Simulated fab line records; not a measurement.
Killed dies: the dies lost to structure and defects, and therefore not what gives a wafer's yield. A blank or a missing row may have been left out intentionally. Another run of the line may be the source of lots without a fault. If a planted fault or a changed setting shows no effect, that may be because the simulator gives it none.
Which tool is to blame? :: flow gf180mcu :: 11 lots, 33 wafers sampled, at 6 steps of a route of 602

WHAT THE GAUGES READ, wafer by wafer
GF_HV_LDD_CD_MEAS_46: the cd target is 400 nm.
lot: L337
measured: day 13 11:18
on: cd sem-01
cd nm (nm): 405.2 403.2 402.7

lot: L338
measured: day 13 12:30
on: cd sem-01
cd nm (nm): 401.5 399.6 399.8

lot: L341
measured: day 14 12:12
on: cd sem-01
cd nm (nm): 399.5 400.9 402.3

lot: L345
measured: day 15 17:57
on: cd sem-02
cd nm (nm): 402.5 404.3 402.0

lot: L348
measured: day 17 08:13
on: cd sem-01
cd nm (nm): 399.8 402.3 401.3

lot: L350
measured: day 17 14:42
on: cd sem-02
cd nm (nm): - - -

lot: L354
measured: day 18 14:53
on: cd sem-01
cd nm (nm): 402.8 402.1 399.9

lot: L355
measured: day 19 10:48
on: cd sem-02
cd nm (nm): 401.2 399.2 401.8

lot: L356
measured: day 19 13:50
on: cd sem-02
cd nm (nm): 402.2 403.6 403.3

lot: L357
measured: day 19 16:32
on: cd sem-01
cd nm (nm): 403.8 404.3 405.3

lot: L358
measured: day 20 11:03
on: cd sem-02
cd nm (nm): 403.6 402.8 402.0

GF_HV_LDD_TW_MEAS_50.
lot: L337
measured: day 13 11:43
on: film metro-04
HV_LDD_4_TW: 570 572 569

lot: L338
measured: day 13 12:55
on: film metro-01
HV_LDD_4_TW: 571 571 572

lot: L341
measured: day 14 12:37
on: film metro-01
HV_LDD_4_TW: 578 571 574

lot: L345
measured: day 15 18:22
on: film metro-04
HV_LDD_4_TW: 571 567 568

lot: L348
measured: day 17 08:37
on: film metro-04
HV_LDD_4_TW: 566 568 569

lot: L350
measured: day 17 15:08
on: film metro-01
HV_LDD_4_TW: 30 30 30 30 30 30

lot: L354
measured: day 18 15:17
on: film metro-01
HV_LDD_4_TW: 570 568 570

lot: L355
measured: day 19 11:13
on: film metro-01
HV_LDD_4_TW: 569 565 566

lot: L356
measured: day 19 14:14
on: film metro-01
HV_LDD_4_TW: 571 567 565

lot: L357
measured: day 19 16:54
on: film metro-04
HV_LDD_4_TW: 568 571 571

lot: L358
measured: day 20 11:28
on: film metro-02
HV_LDD_4_TW: 554 557 555

GF_NSD_CD_MEAS_07: the cd target is 400 nm.
lot: L337
measured: day 14 11:32
on: cd sem-01
cd nm (nm): 393.4 393.3 396.7

lot: L338
measured: day 14 15:31
on: cd sem-01
cd nm (nm): 402.2 402.0 403.7

lot: L341
measured: day 15 15:51
on: cd sem-02
cd nm (nm): 396.1 396.1 396.1

lot: L345
measured: day 16 19:13
on: cd sem-02
cd nm (nm): 399.5 400.8 400.1

lot: L348
measured: day 18 12:34
on: cd sem-01
cd nm (nm): 398.2 398.5 397.0

lot: L354
measured: day 19 17:57
on: cd sem-02
cd nm (nm): 400.5 402.1 399.8

lot: L355
measured: day 20 13:58
on: cd sem-02
cd nm (nm): 402.3 400.9 400.2

lot: L356
measured: day 20 16:46
on: cd sem-02
cd nm (nm): 402.0 400.2 401.5

lot: L357
measured: day 20 19:41
on: cd sem-01
cd nm (nm): 403.9 403.8 404.1

lot: L358
measured: day 21 13:54
on: cd sem-01
cd nm (nm): 401.3 401.7 401.1

TOOL THAT RAN EACH LOT (tool first, then ch and the chambers of the sampled wafers, then the start)
lot: L337
GF_POLY_GATE_STRIP_14: plasma asher-01 ch 0,1, day 9 21:04
GF_HV_LDD_EXPOSE_43: iline stepper-02 ch 0, day 13 00:40
GF_HV_LDD_STRIP_49: plasma asher-04 ch 0,1, day 13 11:37

lot: L338
GF_POLY_GATE_STRIP_14: plasma asher-02 ch 0,1, day 10 03:34
GF_HV_LDD_EXPOSE_43: iline stepper-02 ch 0, day 13 01:55
GF_HV_LDD_STRIP_49: plasma asher-01 ch 0,1, day 13 12:49

lot: L341
GF_POLY_GATE_STRIP_14: plasma asher-03 ch 0,1, day 11 04:01
GF_HV_LDD_EXPOSE_43: iline stepper-01 ch 0, day 14 02:00
GF_HV_LDD_STRIP_49: plasma asher-01 ch 0,1, day 14 12:31

lot: L345
GF_POLY_GATE_STRIP_14: plasma asher-03 ch 0,1, day 12 06:42
GF_HV_LDD_EXPOSE_43: iline stepper-02 ch 0, day 15 07:32
GF_HV_LDD_STRIP_49: plasma asher-03 ch 0,1, day 15 18:16

lot: L348
GF_POLY_GATE_STRIP_14: plasma asher-02 ch 0,1, day 13 15:07
GF_HV_LDD_EXPOSE_43: iline stepper-02 ch 0, day 16 20:35
GF_HV_LDD_STRIP_49: plasma asher-01 ch 0,1, day 17 08:31

lot: L350
GF_POLY_GATE_STRIP_14: plasma asher-01 ch 0,1, day 13 19:01
GF_HV_LDD_EXPOSE_43: iline stepper-01 ch 0, day 17 03:57
GF_HV_LDD_STRIP_49: plasma asher-04 ch 0,1, day 17 15:01

lot: L354
GF_POLY_GATE_STRIP_14: plasma asher-02 ch 0,1, day 14 18:26
GF_HV_LDD_EXPOSE_43: iline stepper-02 ch 0, day 18 03:48
GF_HV_LDD_STRIP_49: plasma asher-03 ch 0,1, day 18 15:11

lot: L355
GF_POLY_GATE_STRIP_14: plasma asher-01 ch 0,1, day 15 11:05
GF_HV_LDD_EXPOSE_43: iline stepper-01 ch 0, day 18 21:47
GF_HV_LDD_STRIP_49: plasma asher-01 ch 0,1, day 19 11:07

lot: L356
GF_POLY_GATE_STRIP_14: plasma asher-02 ch 0,1, day 15 13:42
GF_HV_LDD_EXPOSE_43: iline stepper-02 ch 0, day 19 01:01
GF_HV_LDD_STRIP_49: plasma asher-04 ch 0,1, day 19 14:08

lot: L357
GF_POLY_GATE_STRIP_14: plasma asher-03 ch 0,1, day 15 17:12
GF_HV_LDD_EXPOSE_43: iline stepper-01 ch 0, day 19 04:45
GF_HV_LDD_STRIP_49: plasma asher-01 ch 0,1, day 19 16:49

lot: L358
GF_POLY_GATE_STRIP_14: plasma asher-02 ch 0,1, day 16 08:34
GF_HV_LDD_EXPOSE_43: iline stepper-02 ch 0, day 19 22:26
GF_HV_LDD_STRIP_49: plasma asher-04 ch 1, day 20 11:22
- GF_POLY_GATE_STRIP_14: strips in O2/N2.
- GF_HV_LDD_EXPOSE_43: exposes mask Pplus HV AREA, target cd 400 nm.
- GF_HV_LDD_STRIP_49: strips in O2/N2.

WHAT THE TOOLS THEMSELVES READ (means of the sampled wafers that have a number; where no wafer has one, the mark that the record gives instead)
GF_POLY_GATE_STRIP_14.
lot: L337
tool: plasma asher-01
drypump motor current A (A): 6.0
heater power w (W): 317
oes product au (a.u.): 0.497

lot: L338
tool: plasma asher-02
drypump motor current A (A): 5.5
heater power w (W): 319
oes product au (a.u.): 0.503

lot: L341
tool: plasma asher-03
drypump motor current A (A): 5.4
heater power w (W): 345
oes product au (a.u.): 0.505

lot: L345
tool: plasma asher-03
drypump motor current A (A): 5.7
heater power w (W): 319
oes product au (a.u.): 0.505

lot: L348
tool: plasma asher-02
drypump motor current A (A): 5.5
heater power w (W): 315
oes product au (a.u.): 0.504

lot: L350
tool: plasma asher-01
drypump motor current A (A): 6.0
heater power w (W): 311
oes product au (a.u.): 0.506

lot: L354
tool: plasma asher-02
drypump motor current A (A): 5.5
heater power w (W): 317
oes product au (a.u.): 0.504

lot: L355
tool: plasma asher-01
drypump motor current A (A): 6.0
heater power w (W): 310
oes product au (a.u.): 0.505

lot: L356
tool: plasma asher-02
drypump motor current A (A): 5.5
heater power w (W): 320
oes product au (a.u.): 0.502

lot: L357
tool: plasma asher-03
drypump motor current A (A): 5.4
heater power w (W): 347
oes product au (a.u.): 0.504

lot: L358
tool: plasma asher-02
drypump motor current A (A): 5.3
heater power w (W): 306
oes product au (a.u.): 0.502

GF_HV_LDD_EXPOSE_43.
lot: L337
tool: iline stepper-02
focus offset nm (nm): 0.3

lot: L338
tool: iline stepper-02
focus offset nm (nm): 0.1

lot: L341
tool: iline stepper-01
focus offset nm (nm): 0.6

lot: L345
tool: iline stepper-02
focus offset nm (nm): 1.0

lot: L348
tool: iline stepper-02
focus offset nm (nm): 0.3

lot: L350
tool: iline stepper-01
focus offset nm (nm): -0.0

lot: L354
tool: iline stepper-02
focus offset nm (nm): -0.9

lot: L355
tool: iline stepper-01
focus offset nm (nm): 0.1

lot: L356
tool: iline stepper-02
focus offset nm (nm): -1.2

lot: L357
tool: iline stepper-01
focus offset nm (nm): -0.2

lot: L358
tool: iline stepper-02
focus offset nm (nm): -0.7

GF_HV_LDD_STRIP_49.
lot: L337
tool: plasma asher-04
drypump motor current A (A): 6.4
heater power w (W): 347
oes product au (a.u.): 0.718
strip time to endpoint s (s): 12.62

lot: L338
tool: plasma asher-01
drypump motor current A (A): 6.0
heater power w (W): 312
oes product au (a.u.): 0.713
strip time to endpoint s (s): 12.57

lot: L341
tool: plasma asher-01
drypump motor current A (A): 6.0
heater power w (W): 321
oes product au (a.u.): 0.720
strip time to endpoint s (s): 12.58

lot: L345
tool: plasma asher-03
drypump motor current A (A): 5.7
heater power w (W): 325
oes product au (a.u.): 0.713
strip time to endpoint s (s): 12.64

lot: L348
tool: plasma asher-01
drypump motor current A (A): 6.0
heater power w (W): 319
oes product au (a.u.): 0.717
strip time to endpoint s (s): 12.63

lot: L350
tool: plasma asher-04
drypump motor current A (A): 6.4
heater power w (W): 350
oes product au (a.u.): 0.717
strip time to endpoint s (s): 12.67

lot: L354
tool: plasma asher-03
drypump motor current A (A): 5.4
heater power w (W): 347
oes product au (a.u.): 0.720
strip time to endpoint s (s): 12.66

lot: L355
tool: plasma asher-01
drypump motor current A (A): 6.0
heater power w (W): 324
oes product au (a.u.): 0.713
strip time to endpoint s (s): 12.62

lot: L356
tool: plasma asher-04
drypump motor current A (A): 6.4
heater power w (W): 349
oes product au (a.u.): 0.718
strip time to endpoint s (s): 12.62

lot: L357
tool: plasma asher-01
drypump motor current A (A): 6.0
heater power w (W): 321
oes product au (a.u.): 0.717
strip time to endpoint s (s): 12.63

lot: L358
tool: plasma asher-04
drypump motor current A (A): 6.5
heater power w (W): 363
oes product au (a.u.): 0.717
strip time to endpoint s (s): 12.67

THE ANSWER, worked out from the rows above alone
Rule: what is usual is taken from the lots themselves. The widest of any qualifying gaps counts: lots, ordered by their means at a reading, are off when they make up no more than a third of the lots, leave a main group of 4 or more, and stand apart from it by 3 or more times the standard deviation of that group's means. A main group whose means are all the same, to the digits that the tables above print for the reading, isn't used. Also off: a lot with no number at a reading for which 4 or more lots have one. All remaining lots with rows at the step are treated as sound. The gauges are gone through in route order, then the tools' own readings, and for those a lot's mean is taken as printed above. The first step at which some lot is off is used, and at that step the reading that is off furthest; a lot without a number counts as furthest.
Off: L350 (GF_HV_LDD_CD_MEAS_46, cd nm). Without a number there: L350. The main group has a mean of 402.2 nm with a standard deviation of 1.3.
A tool fits if, at a process step before that reading, it ran every lot that is off, and no sound lot after the first of them. The gauges at GF_HV_LDD_CD_MEAS_46 aren't tried: what is off there is off at GF_HV_LDD_TW_MEAS_50 too, on other tools, and a gauge's error can't cause that. No candidate that was tried fits.

WHAT THE SIMULATOR HAD INSERTED
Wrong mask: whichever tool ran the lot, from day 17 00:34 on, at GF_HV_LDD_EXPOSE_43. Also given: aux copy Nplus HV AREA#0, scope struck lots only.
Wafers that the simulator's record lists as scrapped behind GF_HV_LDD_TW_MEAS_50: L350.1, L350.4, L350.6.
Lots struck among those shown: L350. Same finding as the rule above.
